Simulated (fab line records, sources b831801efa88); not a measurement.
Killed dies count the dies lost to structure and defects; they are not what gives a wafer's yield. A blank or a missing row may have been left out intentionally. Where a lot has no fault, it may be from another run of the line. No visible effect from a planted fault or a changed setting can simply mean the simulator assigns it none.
The tool behind it: which one? | flow gf180mcu | Sampling: 10 lots, 30 wafers, 4 of 602 route steps

## WHAT EACH GAUGE READ, for each wafer
GF_TOP_METAL_RS_MEAS_05: uses a four-point probe to measure.
lot  | measured     | on            | TOP_METAL_ALCU_RS (ohm/sq)
L882 | day 27 07:41 | film-metro-02 | 0.0329 0.0326 0.0328
L885 | day 28 10:08 | film-metro-02 | 0.0323 0.0321 0.0320
L886 | day 28 13:58 | film-metro-01 | 0.0327 0.0329 0.0333
L892 | day 30 21:02 | film-metro-04 | 0.0374 0.0331 0.0329 0.0372 0.0331 0.0329
L894 | day 31 06:52 | film-metro-04 | 0.0326 0.0371 0.0329 0.0327 0.0372 0.0329
L897 | day 32 01:47 | film-metro-02 | 0.0333 0.0330 0.0328
L900 | day 32 15:46 | film-metro-01 | 0.0331 0.0328 0.0331
L902 | day 33 09:28 | film-metro-01 | 0.0327 0.0329 0.0331
L903 | day 33 09:47 | film-metro-04 | 0.0329 0.0332 0.0331
L904 | day 33 19:41 | film-metro-01 | 0.0326 0.0323 0.0324

## EACH LOT AND THE TOOL THAT RAN IT (in order: tool; ch and the chambers of the sampled wafers; start)
lot  | GF_V5_ETCH_16                      | GF_TOP_METAL_SPUTTER_02      | GF_TOP_METAL_SPUTTER_04
L882 | rie-diel-03 ch 0,1,3, day 27 06:03 | pvd-sputter-04, day 27 07:35 | pvd-sputter-04, day 27 07:39
L885 | rie-diel-04 ch 0,2,3, day 28 08:29 | pvd-sputter-01, day 28 10:00 | pvd-sputter-01, day 28 10:04
L886 | rie-diel-02 ch 0,1,3, day 28 12:18 | pvd-sputter-04, day 28 13:51 | pvd-sputter-04, day 28 13:55
L892 | rie-diel-04 ch 0,1,3, day 30 19:24 | pvd-sputter-04, day 30 20:55 | pvd-sputter-04, day 30 20:59
L894 | rie-diel-04 ch 1,2,3, day 31 04:48 | pvd-sputter-04, day 31 06:46 | pvd-sputter-04, day 31 06:49
L897 | rie-diel-04 ch 0,3, day 32 00:08   | pvd-sputter-02, day 32 01:39 | pvd-sputter-02, day 32 01:43
L900 | rie-diel-03 ch 0,1, day 32 13:44   | pvd-sputter-01, day 32 15:38 | pvd-sputter-01, day 32 15:42
L902 | rie-diel-04 ch 0,2,3, day 33 07:50 | pvd-sputter-01, day 33 09:21 | pvd-sputter-01, day 33 09:25
L903 | rie-diel-03 ch 1,2, day 33 08:11   | pvd-sputter-02, day 33 09:41 | pvd-sputter-02, day 33 09:45
L904 | rie-diel-02 ch 0,2,3, day 33 18:01 | pvd-sputter-01, day 33 19:34 | pvd-sputter-01, day 33 19:37
- GF_V5_ETCH_16: etches BARC in N2/H2.
- GF_TOP_METAL_SPUTTER_02: material AlCu, target thk 900 nm, time 47.82 s.
- GF_TOP_METAL_SPUTTER_04: material TiN, target thk 25 nm, time 20.8 s.

## THE ANSWER, worked out from the rows above alone
Rule: the usual values come from the lots themselves. Put in order of their means at a reading, lots are off if they are a third of the lots or fewer, leave a main group of 4 or more, and stand apart from it by a gap of 3 or more times the standard deviation of the main group's means; of several such gaps the widest counts. A main group is skipped when, at the precision printed for the reading in the tables above, its means are all equal. A lot without any number at a reading at which 4 lots or more have one is off too. Where the step has rows for the other lots, those lots are counted as sound.
Off: L892, L894, seen at GF_TOP_METAL_RS_MEAS_05 (TOP_METAL_ALCU_RS). The main group has a mean of 0.0328 ohm/sq with a standard deviation of 0.00031.
A tool fits if, at a process step before that reading, it ran every lot that is off, and no sound lot after the first of them. Those tools and the gauges at GF_TOP_METAL_RS_MEAS_05 are tried in the same way. One fits: pvd-sputter-04 at GF_TOP_METAL_SPUTTER_02 and GF_TOP_METAL_SPUTTER_04. At GF_TOP_METAL_SPUTTER_02 its last sound lot is L886 (day 28 13:51), its first lot that is off L892 (day 30 20:55): a fault that began between those two fits.

## WHAT HAD BEEN PUT IN BY THE SIMULATOR
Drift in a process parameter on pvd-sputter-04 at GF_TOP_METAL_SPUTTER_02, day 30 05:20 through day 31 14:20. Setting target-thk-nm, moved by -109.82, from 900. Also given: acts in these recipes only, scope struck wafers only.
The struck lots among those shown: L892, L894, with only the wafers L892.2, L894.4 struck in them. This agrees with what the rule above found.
